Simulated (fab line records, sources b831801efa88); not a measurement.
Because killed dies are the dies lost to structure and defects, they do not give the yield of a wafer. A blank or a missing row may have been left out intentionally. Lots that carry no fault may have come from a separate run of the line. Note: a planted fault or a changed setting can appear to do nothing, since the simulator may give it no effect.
Chamber matching :: flow sky130 :: rie_diel-03 running SKY_CONTACT_ETCH_17: 4 sister chambers
The step etches SiO2 in C4F8/O2/Ar, stops on Si3N4, target depth 340 nm. 4 wafers are shown with their chamber, then 7 later ones without.

## WAFERS PAIRED WITH THEIR CHAMBERS
wafer: L489.4
chamber: 2
oes_product_au (a.u.): 0.893

wafer: L491.6
chamber: 0
oes_product_au (a.u.): 0.882

wafer: L492.1
chamber: 3
oes_product_au (a.u.): 0.896

wafer: L492.5
chamber: 1
oes_product_au (a.u.): 0.887

## WAFERS WHOSE CHAMBER IS MISSING
wafer: L492.6
oes_product_au (a.u.): 0.889

wafer: L496.2
oes_product_au (a.u.): 0.892

wafer: L496.3
oes_product_au (a.u.): 0.894

wafer: L496.4
oes_product_au (a.u.): 0.882

wafer: L500.1
oes_product_au (a.u.): 0.887

wafer: L500.3
oes_product_au (a.u.): 0.899

wafer: L500.5
oes_product_au (a.u.): 0.891

## WHICH CHAMBER EACH WENT THROUGH
wafer: L492.6
from the rows above: can't be placed: 1 or 2
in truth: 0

wafer: L496.2
from the rows above: can't be placed: 2 or 3
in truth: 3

wafer: L496.3
from the rows above: can't be placed: 2 or 3
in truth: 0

wafer: L496.4
from the rows above: 0
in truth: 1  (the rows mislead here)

wafer: L500.1
from the rows above: 1
in truth: 1

wafer: L500.3
from the rows above: can't be placed: 3 or 2
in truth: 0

wafer: L500.5
from the rows above: can't be placed: 2 or 1 or 3
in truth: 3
1 of 7 placed correctly. Not placeable from these rows: 5 (in 2, the candidates include the true chamber). Number placed wrongly: 1.
How it was worked out, from the rows above alone: a wafer's distance from a chamber is the root of the sum, over the readings, of the square of ((its reading less the chamber's mean) divided by the reading's scatter). The wafer belongs to the nearest chamber; if the next one is less than 2 further off, it can't be placed. The mean given for a chamber averages the wafers shown for that chamber. The scatter: root of mean squared gap, hidden wafer to nearest shown wafer, with one shown wafer a chamber.
